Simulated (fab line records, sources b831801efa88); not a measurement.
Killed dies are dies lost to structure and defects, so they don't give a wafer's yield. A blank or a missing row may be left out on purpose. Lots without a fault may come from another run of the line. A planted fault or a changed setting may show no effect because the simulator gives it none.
A struck lot beside a sound one | flow sky130 | 23 steps out of a route of 708
Sound: wafers L219.1, L219.3, L219.4. Struck: wafer L225.3. (L225.2 of the same lot was not struck and is left out.) The cause comes at the end.
At each step with rows: each side's tool, then ch and its chambers, then its first start. Under that, the readings that differ: sound wafers | struck wafers | difference of the means | sigmas: that difference in standard deviations of wafers without a fault.
alike: readings whose means differ by less than 2 such deviations, and words and numbers that are the same on both sides. not compared: withheld readings, readings that some wafer has no value for, bounds like >300 that may hide the same value, and numbers for which the record gives no deviation and whose values overlap.
The two part at a step that has a row with sigmas, a row that says differs or no value, or rows on one side only. Numbers that don't overlap but have no deviation are shown without sigmas and don't part them. A reading that every wafer of one side lacks parts them only if that side has two wafers or more.

first, 1 step without rows for these wafers: SKY_SONOS_ONO_DEVELOP_12 (develop time 60 s).
SKY_SONOS_ONO_CD_MEAS_13: target cd 410 nm.
  sound on cd_sem-01, day 13 19:31; struck on cd_sem-01, day 16 05:41
  alike: cd_nm
SKY_SONOS_ONO_OVL_MEAS_14:
  sound on overlay-01, day 13 19:38; struck on overlay-02, day 16 05:48
  reading            | sound       | struck | difference | sigmas
  SONOS_ONO_OVL (nm) | 1.7 1.3 1.4 | -3.6   | -5.1       | -4
SKY_SONOS_ONO_ETCH_15: etches the open film in CHF3/O2, target depth 19.52 nm, time 7.8 s.
  sound on rie_diel-01 ch 1,2,3, day 13 19:40; struck on rie_diel-03 ch 2, day 16 05:50
  alike: drypump_motor_current_A, oes_product_au, throttle_valve_pct
  not compared: rf_hours_counter_h
then, 1 step without rows for these wafers: SKY_SONOS_ONO_WET_ETCH_16 (etches SiO2 in dHF, target depth 14 nm, time 280 s).
SKY_SONOS_ONO_STRIP_17: strips in O2/N2.
  sound on plasma_asher-04 ch 0,1, day 13 19:47; struck on plasma_asher-03 ch 1, day 16 05:56
  alike: drypump_motor_current_A, oes_product_au, strip_time_to_endpoint_s
  not compared: rf_hours_counter_h
then, 3 steps without rows for these wafers: SKY_SONOS_ONO_WET_ETCH_18 (etches Si3N4 in H3PO4, target depth 15 nm, time 172 s); SKY_GATE_OXIDE_CLEAN_00 (cleans in SC1/SC2, time 150 s); SKY_GATE_OXIDE_OXIDATION_01 (stabilise 600 s, purge 300 s, target thk 10.268 nm).
SKY_GATE_OXIDE_THK_MEAS_02:
  sound on film_metro-01, day 14 00:33; struck on film_metro-01, day 16 07:43
  reading                          | sound             | struck | difference | sigmas
  GATE_OXIDE_OXIDATION_00_THK (nm) | 10.23 10.40 10.22 | 9.85   | -0.43      | -2
then, 2 steps without rows for these wafers: SKY_GATE_OXIDE_DEHYDRATE_03 (time 60 s); SKY_GATE_OXIDE_HMDS_04 (prime time 60 s).
SKY_GATE_OXIDE_COAT_05: resist thk 1140 nm.
  sound on litho_track-01 ch 0, day 14 13:49; struck on litho_track-01 ch 0, day 16 22:14
  reading                                         | sound          | struck | difference | sigmas
  model.NOVOLAK_of_GATE_OXIDE_COAT_05.thk_nm (nm) | 1142 1141 1139 | 546.1  | -594.6     |
  alike: spin_speed_rpm
then, 3 steps without rows for these wafers: SKY_GATE_OXIDE_SOFTBAKE_06 (time 60 s); SKY_GATE_OXIDE_EXPOSE_07 (exposes mask LVOM, target cd 600 nm); SKY_GATE_OXIDE_PEB_08.
SKY_GATE_OXIDE_DEVELOP_09: develop time 60 s.
  sound on litho_track-04 ch 0, day 15 02:55; struck on litho_track-03 ch 0, day 17 12:14
  reading                                         | sound          | struck | difference | sigmas
  model.NOVOLAK_of_GATE_OXIDE_COAT_05.thk_nm (nm) | 1142 1141 1139 | 545.7  | -595.0     |
SKY_GATE_OXIDE_OVL_MEAS_10:
  sound on overlay-02, day 15 03:04; struck on overlay-02, day 17 12:23
  alike: GATE_OXIDE_OVL
then, 2 steps without rows for these wafers: SKY_GATE_OXIDE_IMPLANT_11; SKY_GATE_OXIDE_WET_ETCH_12 (etches SiO2 in dHF, target depth 16.8 nm, time 336 s).
SKY_GATE_OXIDE_STRIP_13: strips in O2/N2.
  sound on plasma_asher-03 ch 0,1, day 15 03:21; struck on plasma_asher-01 ch 0, day 17 12:40
  reading                      | sound             | struck | difference | sigmas
  oes_product_au (a.u.)        | 0.720 0.711 0.723 | 0.541  | -0.177     | -38
  strip_time_to_endpoint_s (s) | 14.21 14.18 14.18 | 7.22   | -6.97      | -99 or more
  alike: drypump_motor_current_A
  not compared: rf_hours_counter_h
SKY_GATE_OXIDE_TW_MEAS_14:
  sound on film_metro-03, day 15 03:27; struck on film_metro-01, day 17 12:46
  reading       | sound             | struck | difference | sigmas
  GATE_OXIDE_TW | 225.3 225.8 226.2 | 223.8  | -2.0       | -2
SKY_PAD_OPEN_PROBE_99:
  the record has rows for the sound wafers here (prober-01, day 47 02:16) and none for the struck ones

WHERE THEY PART
First at SKY_SONOS_ONO_OVL_MEAS_14; last, within this record, at SKY_PAD_OPEN_PROBE_99.

WHY: what the simulator had put in
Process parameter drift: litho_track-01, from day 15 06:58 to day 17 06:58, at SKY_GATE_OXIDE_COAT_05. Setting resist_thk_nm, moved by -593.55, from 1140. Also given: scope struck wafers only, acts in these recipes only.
